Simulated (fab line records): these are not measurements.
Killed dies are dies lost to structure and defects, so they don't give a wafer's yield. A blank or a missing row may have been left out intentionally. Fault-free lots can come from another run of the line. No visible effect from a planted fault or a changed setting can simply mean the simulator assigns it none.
fab line records	flow sky130
[record] lots = 7	wafers = 20	last_day = 51
route steps=708 shown METAL1@446 VIA1@458 PAD_OPEN@708
lots untouched by any fault: they come from a run of this same line in which no faults occurred
start_h: hours from the record's opening day to when the first of the lot's shown wafers began	wait_h: hours since the lot's step before	" repeats the value in the row above	L1.1+2: several wafers, shown together as one row	- no value, or no start was given	* or withheld: withheld	< > ~ a bound
route shown NAME@n: names a module that has steps shown in the file, with the first one's number in the route	usual: mean/standard deviation of fault-free wafers	same: alike in all rows	chamber/n: place in a boat	sites: the reading at each site	_std_site: standard deviation of those values	_edge_site: inner sites' mean taken away from outer sites' mean	radius_mm: how far each site lies from the wafer's centre	mask NAME#n: copy n	behind: the most recent tool/chamber to have shaped the wafer	hold: why the lot was held/for how many hours/how that ended	device: names the non-switching transistor (n, p or np)	end of line: tests run on the same wafers once the route is complete	a step with no rows: only its recipe	killed: at the first sort, the dies lost to defects and structure; wafer yield is something else	map: shows each die of a wafer: x if killed, . if not, _ if none is there
set.NAME: the run value of the setting; set.NAME@STEP: its run value at that earlier step	model.NAME: the simulator's own value behind a step, which no gauge read
lots seen at some steps along the route; tables by step, rows by wafer
services: the hour from which a tool's chamber was out of use, counted from the record's first day as start_h (under 0 if before that day), plus the number of hours and why
[[steps]]
[step SKY_METAL1_EXPOSE_12]
[recipe] mask_id = MM1	na = 0.8	source_shape = annular	sigma_inner = 0.55	sigma_outer = 0.85	target_cd_nm = 140	dose_mj = 28
[step SKY_METAL1_PEB_13]
[recipe] peb_temp_c = withheld	peb_time_s = withheld	resist = KrF-thick
[step SKY_METAL1_DEVELOP_14]
[recipe] develop_time_s = 60	resist = KrF-thick	dev_temp_c = 21
[step SKY_METAL1_CD_MEAS_15]
[recipe] target_cd_nm = 140
[usual] cd_nm = 139.9/1.6
lot.wafer	tool	chamber	start_h	wait_h	cd_nm
L685.2	cd_sem-02	-	767.59	-	142.0
L685.4	"	-	"	"	139.8
L685.5	"	-	"	"	142.4
L686.1	cd_sem-01	-	773.11	-	141.6
L686.5	"	-	"	"	140.9
L686.6	"	-	"	"	140.5
L694.2	cd_sem-02	-	843.59	-	138.9
L694.4	"	-	"	"	139.1
L694.6	"	-	"	"	138.6
L695.2	cd_sem-01	-	853.89	-	138.3
L695.3	"	-	"	"	138.4
L695.4	"	-	"	"	136.0
L696.2	cd_sem-02	-	858.09	-	141.0
L696.6	"	-	"	"	142.5
L702.2	cd_sem-01	-	900.73	-	139.1
L702.3	"	-	"	"	138.1
L702.6	"	-	"	"	138.9
L708.1	cd_sem-02	-	952.57	-	139.6
L708.2	"	-	"	"	139.9
L708.3	"	-	"	"	140.2
[step SKY_METAL1_OVL_MEAS_16]
[usual] METAL1_OVL = -1/5
lot.wafer	tool	chamber	start_h	wait_h	METAL1_OVL[nm]
L685.2	overlay-02	-	767.69	0.1	1
L685.4	"	-	"	"	1
L685.5	"	-	"	"	1
L686.1	overlay-02	-	773.23	0.1	-4
L686.5	"	-	"	"	-8
L686.6	"	-	"	"	-1
L694.2	overlay-01	-	843.72	0.1	-9
L694.4	"	-	"	"	-3
L694.6	"	-	"	"	-2
L695.2	overlay-01	-	854.00	0.1	-1
L695.3	"	-	"	"	0
L695.4	"	-	"	"	1
L696.2	overlay-02	-	858.20	0.1	-5
L696.6	"	-	"	"	5
L702.2	overlay-01	-	900.84	0.1	1
L702.3	"	-	"	"	3
L702.6	"	-	"	"	-3
L708.1	overlay-01	-	952.69	0.1	-5
L708.2	"	-	"	"	-4
L708.3	"	-	"	"	-9
[step SKY_METAL1_DESCUM_17]
[recipe] chemistry = O2	source_power_w = 150	bias_power_w = 0	pressure_mtorr = 10	temp_c = 40	time_s = 8
[usual] drypump_motor_current_A = 5.79/0.27	oes_product_au = 1.004/0.01
lot.wafer	tool	chamber	start_h	wait_h	drypump_motor_current_A	oes_product_au	rf_hours_counter_h
L685.2	rie_metal-02	0	767.72	0.0	6.05	0.998	10
L685.4	"	1	"	"	5.48	1.009	-
L685.5	"	1	"	"	5.46	0.996	-
L686.1	rie_metal-01	1	773.27	0.0	5.86	1.019	8
L686.5	"	0	"	"	5.73	0.998	-
L686.6	"	1	"	"	5.84	1.024	-
L694.2	rie_metal-02	0	843.75	0.0	6.02	0.996	12
L694.4	"	0	"	"	6.02	1.006	-
L694.6	"	1	"	"	5.47	0.993	-
L695.2	rie_metal-03	0	854.03	0.0	5.49	0.993	13
L695.3	"	0	"	"	5.47	0.994	-
L695.4	"	1	"	"	6.29	0.989	-
L696.2	rie_metal-01	1	858.23	0.0	5.86	1.019	11
L696.6	"	0	"	"	5.75	1.008	-
L702.2	rie_metal-03	0	900.87	0.0	5.47	1.000	15
L702.3	"	0	"	"	5.48	0.995	-
L702.6	"	1	"	"	6.28	1.006	-
L708.1	rie_metal-03	0	952.72	0.0	5.46	0.985	18
L708.2	"	1	"	"	6.28	0.991	9
L708.3	"	1	"	"	6.30	1.003	-
[step SKY_METAL1_ETCH_18]
[recipe] chemistry = N2/H2	target = BARC	ion_energy_ev = 200	bias_w = 100	pressure_mtorr = 30	n2_flow_sccm = 100	h2_flow_sccm = 200	icp_w = 500	stop_on = SiO2	time_s = 45.9	target_depth_a = 600
[usual] drypump_motor_current_A = 5.80/0.27	oes_product_au = 0.854/0.0047	throttle_valve_pct = 13.224/0.0096
lot.wafer	tool	chamber	start_h	wait_h	drypump_motor_current_A	oes_product_au	rf_hours_counter_h	throttle_valve_pct
L685.2	rie_metal-02	0	767.76	0.0	6.03	0.852	10	13.232
L685.4	"	1	"	"	5.48	0.859	-	13.224
L685.5	"	1	"	"	5.49	0.856	-	13.231
L686.1	rie_metal-01	1	773.30	0.0	5.88	0.854	8	13.225
L686.5	"	0	"	"	5.73	0.846	-	13.223
L686.6	"	1	"	"	5.86	0.852	-	13.215
L694.2	rie_metal-02	0	843.78	0.0	6.03	0.856	12	13.237
L694.4	"	0	"	"	6.04	0.849	-	13.223
L694.6	"	1	"	"	5.49	0.853	-	13.229
L695.2	rie_metal-03	0	854.06	0.0	5.48	0.856	13	13.219
L695.3	"	0	"	"	5.48	0.855	-	13.237
L695.4	"	1	"	"	6.29	0.848	-	13.218
L696.2	rie_metal-01	1	858.26	0.0	5.86	0.851	11	13.224
L696.6	"	0	"	"	5.72	0.855	-	13.236
L702.2	rie_metal-03	0	900.90	0.0	5.48	0.854	15	13.224
L702.3	"	0	"	"	5.49	0.844	-	13.235
L702.6	"	1	"	"	6.28	0.858	-	13.228
L708.1	rie_metal-03	0	952.75	0.0	5.45	0.839	18	13.220
L708.2	"	1	"	"	6.29	0.850	9	13.229
L708.3	"	1	"	"	6.30	0.849	-	13.226
[step SKY_METAL1_METAL_ETCH_19]
[recipe] target_depth_a = 3600	stop_on = SiO2	over_etch_frac = 0.3	time_s = 78	chemistry = Cl2/BCl3	resist_sidewall_deg = 88	pressure_mtorr = 10	icp_w = 900	bias_w = 48.5	Cl2_flow_sccm = 60	bcl3_flow_sccm = 30
[usual] drypump_motor_current_A = 5.79/0.27	oes_product_au = 0.854/0.0055	throttle_valve_pct = 22.263/0.0093
lot.wafer	tool	chamber	start_h	wait_h	drypump_motor_current_A	oes_product_au	rf_hours_counter_h	throttle_valve_pct
L685.2	rie_metal-02	0	767.82	0.0	6.04	0.857	10	22.247
L685.4	"	1	"	"	5.46	0.860	-	22.251
L685.5	"	1	"	"	5.48	0.855	-	22.259
L686.1	rie_metal-01	1	773.37	0.0	5.84	0.854	8	22.253
L686.5	"	0	"	"	5.71	0.856	-	22.252
L686.6	"	1	"	"	5.87	0.850	-	22.272
L694.2	rie_metal-02	0	843.85	0.0	6.06	0.863	13	22.271
L694.4	"	0	"	"	6.06	0.857	-	22.257
L694.6	"	1	"	"	5.47	0.863	-	22.269
L695.2	rie_metal-03	0	854.12	0.0	5.47	0.850	13	22.265
L695.3	"	0	"	"	5.45	0.866	-	22.259
L695.4	"	1	"	"	6.26	0.855	-	22.279
L696.2	rie_metal-01	1	858.32	0.0	5.89	0.859	11	22.266
L696.6	"	0	"	"	5.70	0.860	-	22.274
L702.2	rie_metal-03	0	900.96	0.0	5.47	0.849	15	22.268
L702.3	"	0	"	"	5.45	0.852	-	22.247
L702.6	"	1	"	"	6.28	0.852	-	22.261
L708.1	rie_metal-03	0	952.82	0.0	5.48	0.852	18	22.258
L708.2	"	1	"	"	6.25	0.856	9	22.251
L708.3	"	1	"	"	6.28	0.853	-	22.270
[step SKY_METAL1_STRIP_20]
[recipe] chemistry = O2/N2	power_w = 1400	pressure_mtorr = 1500	platen_temp_c = withheld	o2_flow_sccm = 3000	n2_flow_sccm = 300	overash_fraction = 0.5
[usual] drypump_motor_current_A = 5.2/0.4	oes_product_au = 0.342/0.0049	strip_time_to_endpoint_s = 2.68/0.05
lot.wafer	tool	chamber	start_h	wait_h	drypump_motor_current_A	oes_product_au	rf_hours_counter_h	strip_time_to_endpoint_s
L685.2	plasma_asher-03	0	767.91	0.1	5.4	0.335	32	2.66
L685.4	"	0	"	"	5.4	0.347	-	2.69
L685.5	"	0	"	"	5.4	0.337	-	2.71
L686.1	plasma_asher-04	0	773.46	0.1	4.9	0.338	3	2.59
L686.5	"	0	"	"	4.9	0.344	-	2.65
L686.6	"	1	"	"	5.2	0.339	-	2.60
L694.2	plasma_asher-04	1	843.94	0.1	5.2	0.339	10	2.70
L694.4	"	0	"	"	4.9	0.338	-	2.70
L694.6	"	0	"	"	4.9	0.345	-	2.71
L695.2	plasma_asher-01	1	854.21	0.1	4.6	0.348	72	2.71
L695.3	"	1	"	"	4.6	0.335	-	2.70
L695.4	"	0	"	"	5.9	0.349	-	2.72
L696.2	plasma_asher-01	0	858.41	0.1	5.9	0.338	72	2.59
L696.6	"	1	"	"	4.6	0.341	-	2.67
L702.2	plasma_asher-03	0	901.05	0.1	5.4	0.348	45	2.78
L702.3	"	1	"	"	5.2	0.346	-	2.76
L702.6	"	0	"	"	5.4	0.357	-	2.76
L708.1	plasma_asher-01	1	952.91	0.1	4.6	0.352	81	2.74
L708.2	"	0	"	"	5.9	0.335	81	2.72
L708.3	"	0	"	"	5.9	0.342	-	2.69
[step SKY_METAL1_STRIP_21]
[recipe] chemistry = post_etch_residue_remover	time_s = 1200	temp_c = 72.5
[step SKY_METAL1_CLEAN_22]
[recipe] chemistry = IPA	time_s = 180	temp_c = 25
[step SKY_METAL1_CLEAN_23]
[recipe] chemistry = O3/DIW	dry = n2_spin
[step SKY_VIA1_HDPCVD_00]
[recipe] material = SiO2	target_thk_nm = 1030	sigma_open_frac = 0.3	time_s = 171.7	temp_c = 400	sih4_flow_sccm = 60	pressure_mtorr = 6
lot.wafer	tool	chamber	start_h	wait_h	model.SiO2_of_VIA1_HDPCVD_00.thk_nm
L685.2	hdpcvd-02	2	768.61	0.0	1042
L685.4	"	0	"	"	1036
L685.5	"	2	"	"	1049
L686.1	hdpcvd-01	0	774.09	0.0	1018
L686.5	"	0	"	"	1031
L686.6	"	1	"	"	1024
L694.2	hdpcvd-01	2	844.57	0.0	384.9
L694.4	"	1	"	"	1027
L694.6	"	2	"	"	1029
L695.2	hdpcvd-01	0	855.32	0.0	382
L695.3	"	1	"	"	1038
L695.4	"	1	"	"	1043
L696.2	hdpcvd-01	2	859.12	0.0	385.5
L696.6	"	0	"	"	1019
L702.2	hdpcvd-02	1	901.64	0.0	1025
L702.3	"	0	"	"	1030
L702.6	"	2	"	"	1045
L708.1	hdpcvd-02	0	953.50	0.0	1052
L708.2	"	2	"	"	1049
L708.3	"	1	"	"	1039
[step SKY_VIA1_THK_MEAS_01]
[recipe] reads = SiO2_of_VIA1_HDPCVD_00
[usual] VIA1_HDPCVD_THK = 1036/10
lot.wafer	tool	chamber	start_h	wait_h	VIA1_HDPCVD_THK[nm]
L685.2	film_metro-03	-	768.73	0.1	1042
L685.4	"	-	"	"	1036
L685.5	"	-	"	"	1048
L686.1	film_metro-03	-	774.20	0.1	1017
L686.5	"	-	"	"	1032
L686.6	"	-	"	"	1026
L694.2	film_metro-04	-	844.69	0.1	385
L694.4	"	-	"	"	1027
L694.6	"	-	"	"	1029
L695.2	film_metro-02	-	855.44	0.1	382
L695.3	"	-	"	"	1039
L695.4	"	-	"	"	1043
L696.2	film_metro-04	-	859.25	0.1	385
L696.6	"	-	"	"	1019
L702.2	film_metro-04	-	901.77	0.1	1025
L702.3	"	-	"	"	1030
L702.6	"	-	"	"	1045
L708.1	film_metro-02	-	953.62	0.1	1051
L708.2	"	-	"	"	1049
L708.3	"	-	"	"	1038
[step SKY_VIA1_CMP_02]
[recipe] material = SiO2	down_force_psi = 4	platen_rpm = 60	pad_velocity_m_s = 0.94248
[usual] motor_current_A = 12.3/1.8	slurry_filter_dp_kPa = 13.50/0.16
lot.wafer	tool	chamber	start_h	wait_h	motor_current_A	slurry_filter_dp_kPa
L685.4	cmp-02	0	768.83	0.1	12.2	13.45
L685.2	"	1	"	"	9.0	13.60
L685.5	"	0	"	"	12.2	13.50
L686.1	cmp-01	2	774.26	0.1	11.0	13.64
L686.5	"	2	"	"	10.8	13.61
L686.6	"	3	"	"	14.9	13.62
L694.4	cmp-01	1	844.74	0.0	11.6	13.43
L694.2	"	2	"	"	11.3	13.18
L694.6	"	2	"	"	11.4	13.44
L695.3	cmp-01	1	855.49	0.0	11.4	13.54
L695.2	"	2	"	"	10.5	13.38
L695.4	"	0	"	"	13.5	13.77
L696.2	cmp-02	0	859.30	0.0	12.2	13.58
L696.6	"	0	"	"	12.4	13.24
L702.3	cmp-01	3	901.87	0.1	16.2	13.36
L702.2	"	1	"	"	11.7	13.64
L702.6	"	2	"	"	11.2	13.57
L708.2	cmp-01	3	953.68	0.0	16.3	13.39
L708.1	"	0	"	"	13.5	13.69
L708.3	"	1	"	"	11.8	13.52
[step SKY_PAD_OPEN_PROBE_99]
lot.wafer	tool	chamber	start_h	wait_h	model.etest.met2_comb.leak_log10_a_um
L685.2	prober-01	-	1084.74	0.1	-11.97
L685.4	prober-01	-	1084.84	0.2	-12.02
L685.5	prober-01	-	1084.89	0.2	-12.03
L686.1	prober-02	-	1086.74	0.1	-11.95
L686.5	prober-02	-	1086.94	0.2	-11.98
L686.6	prober-02	-	1086.99	0.2	-12.23
L694.2	prober-02	-	1140.11	0.1	-7.149
L694.4	prober-02	-	1140.21	0.2	-12.01
L694.6	prober-02	-	1140.31	0.2	-12.17
L695.2	prober-01	-	1159.28	0.1	-7.255
L695.3	prober-01	-	1159.33	0.2	-12
L695.4	prober-01	-	1159.38	0.2	-12.09
L696.2	prober-02	-	1160.04	0.1	-6.913
L696.6	prober-02	-	1160.24	0.2	-12.02
L702.2	prober-02	-	1179.08	0.1	-11.95
L702.3	prober-02	-	1179.13	0.2	-11.94
L702.6	prober-02	-	1179.28	0.2	-11.89
L708.1+3	prober-02	-	1213.44	0.1	-12.12
L708.2	prober-02	-	1213.49	0.1	-11.85
// killed by level:class
L685.2 VIA2:geometric_particle:open=8 CONTACT:geometric_particle:open=7 VIA1:geometric_particle:short=7 VIA1:geometric_particle:open=7 METAL2:geometric_particle:short=6 LI_CONTACT:geometric_particle:open=5 FIELD_ISO:geometric_particle:short=4 FIELD_ISO:geometric_particle:open=4
L685.4 VIA1:geometric_particle:open=12 CONTACT:geometric_particle:open=8 POLY_GATE:geometric_particle:open=7 LI_CONTACT:geometric_particle:open=6 CONTACT:geometric_particle:short=6 VIA2:geometric_particle:short=5 FIELD_ISO:geometric_particle:short=4 METAL4:geometric_particle:short=4
L685.5 CONTACT:geometric_particle:open=12 METAL1:geometric_particle:short=9 VIA1:geometric_particle:open=8 POLY_GATE:geometric_particle:open=7 FIELD_ISO:geometric_particle:open=6 METAL2:geometric_particle:short=6 CONTACT:geometric_particle:short=6 METAL3:geometric_particle:short=4
L686.1 VIA1:geometric_particle:open=17 LI_CONTACT:geometric_particle:open=10 CONTACT:geometric_particle:open=7 METAL4:geometric_particle:short=6 METAL2:geometric_particle:short=6 POLY_GATE:geometric_particle:open=5 LI_CONTACT:geometric_particle:short=5 METAL1:geometric_particle:short=5
L686.5 LI_CONTACT:geometric_particle:open=11 VIA2:geometric_particle:open=9 CONTACT:geometric_particle:open=8 VIA1:geometric_particle:open=8 FIELD_ISO:geometric_particle:short=7 METAL1:geometric_particle:short=5 POLY_GATE:geometric_particle:short=4 LOCAL_INTERCONNECT:geometric_particle:short=4
L686.6 VIA1:geometric_particle:open=11 CONTACT:geometric_particle:open=9 LI_CONTACT:geometric_particle:open=8 VIA2:geometric_particle:short=5 VIA3:geometric_particle:open=5 LI_CONTACT:geometric_particle:short=4 VIA2:geometric_particle:open=4 FIELD_ISO:geometric_particle:open=3
L702.2 CONTACT:geometric_particle:open=7 VIA1:geometric_particle:open=7 METAL1:geometric_particle:short=6 VIA3:geometric_particle:open=6 CONTACT:geometric_particle:short=5 VIA2:geometric_particle:open=5 FIELD_ISO:geometric_particle:short=4 LI_CONTACT:geometric_particle:short=3
L702.3 CONTACT:geometric_particle:open=10 METAL2:geometric_particle:short=9 METAL1:geometric_particle:open=8 VIA1:geometric_particle:open=7 LI_CONTACT:geometric_particle:short=6 VIA3:geometric_particle:open=6 VIA2:geometric_particle:open=6 METAL1:geometric_particle:short=5
L702.6 CONTACT:geometric_particle:short=9 LI_CONTACT:geometric_particle:open=8 CONTACT:geometric_particle:open=8 VIA1:geometric_particle:open=7 METAL3:geometric_particle:short=6 METAL1:geometric_particle:short=6 FIELD_ISO:geometric_particle:short=5 VIA3:geometric_particle:open=4
L708.1 VIA3:geometric_particle:open=11 CONTACT:geometric_particle:open=10 CONTACT:geometric_particle:short=8 LI_CONTACT:geometric_particle:open=5 METAL2:geometric_particle:short=5 VIA1:geometric_particle:open=5 VIA2:geometric_particle:open=5 VIA3:geometric_particle:short=5
L708.2 CONTACT:geometric_particle:open=13 VIA2:geometric_particle:open=8 VIA1:geometric_particle:open=8 VIA3:geometric_particle:open=6 METAL1:geometric_particle:short=6 METAL4:geometric_particle:short=5 METAL2:geometric_particle:short=4 VIA3:geometric_particle:short=4
L708.3 LI_CONTACT:geometric_particle:open=13 CONTACT:geometric_particle:open=11 VIA1:geometric_particle:open=9 METAL2:geometric_particle:short=7 VIA3:geometric_particle:open=7 FIELD_ISO:geometric_particle:open=6 VIA2:geometric_particle:open=6 VIA2:geometric_particle:short=6
[[services]]
tool	chamber	start_h	hours	kind
cmp-02	-	745.46	0.4	repair
cmp-01	-	747.53	5.4	pm
cmp-01	-	752.95	4.0	pm
cmp-01	-	756.95	-	consumable_replace:conditioner
cmp-01	-	756.95	-	consumable_replace:pad
cmp-01	-	760.57	0.6	repair
cmp-01	-	770.32	0.8	repair
hdpcvd-02	2	785.13	23.3	repair
cmp-02	-	788.36	1.5	repair
plasma_asher-03	-	788.75	2.1	repair
plasma_asher-03	-	790.91	9.2	repair
plasma_asher-01	-	805.76	2.8	pm
cmp-01	-	809.20	3.0	repair
plasma_asher-01	-	833.46	3.6	repair
hdpcvd-02	-	850.63	2.8	pm
rie_metal-02	-	856.83	0.1	repair
cmp-02	-	912.00	4.0	pm
cmp-02	-	916.00	-	consumable_replace:conditioner
cmp-02	-	916.00	-	consumable_replace:pad
cmp-02	-	944.91	4.8	repair
hdpcvd-01	-	950.25	15.0	pm
hdpcvd-01	0	950.25	24.0	vent_cycle
hdpcvd-01	1	950.25	15.0	vent_cycle
hdpcvd-01	2	950.25	15.0	vent_cycle
[[key]]
[first_sign] step = SKY_VIA1_THK_MEAS_01	reading = VIA1_HDPCVD_THK	direction = down	sigmas = 64	usual = 1036	struck = 384
effect none on later readings
[model_effect] step = SKY_VIA1_HDPCVD_00	value = SiO2_of_VIA1_HDPCVD_00.thk_nm	without = 1031	struck = 384.1
[model_effect] step = SKY_PAD_OPEN_PROBE_99	value = etest.met2_comb.leak_log10_a_um	without = -12.09	struck = -7.105
met_at SKY_VIA1_HDPCVD_00
struck_wafers L694.2,L695.2,L696.2
sort_left_out L694.2,L695.2,L696.2
onset_between 774.09 844.57
[fault] kind = process_parameter_drift	tool = hdpcvd-01	chamber = -	onset_h = 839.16	steps = SKY_VIA1_HDPCVD_00	channel = target_thk_nm	offset = -646.52	shape = step	end_h = 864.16	scope = struck_wafers_only	acts_in = these_recipes_only	stated = 1030
// sort_left_out: the simulated sort isn't trusted on such a fault, so these wafers' sort isn't shown, and their yield isn't known
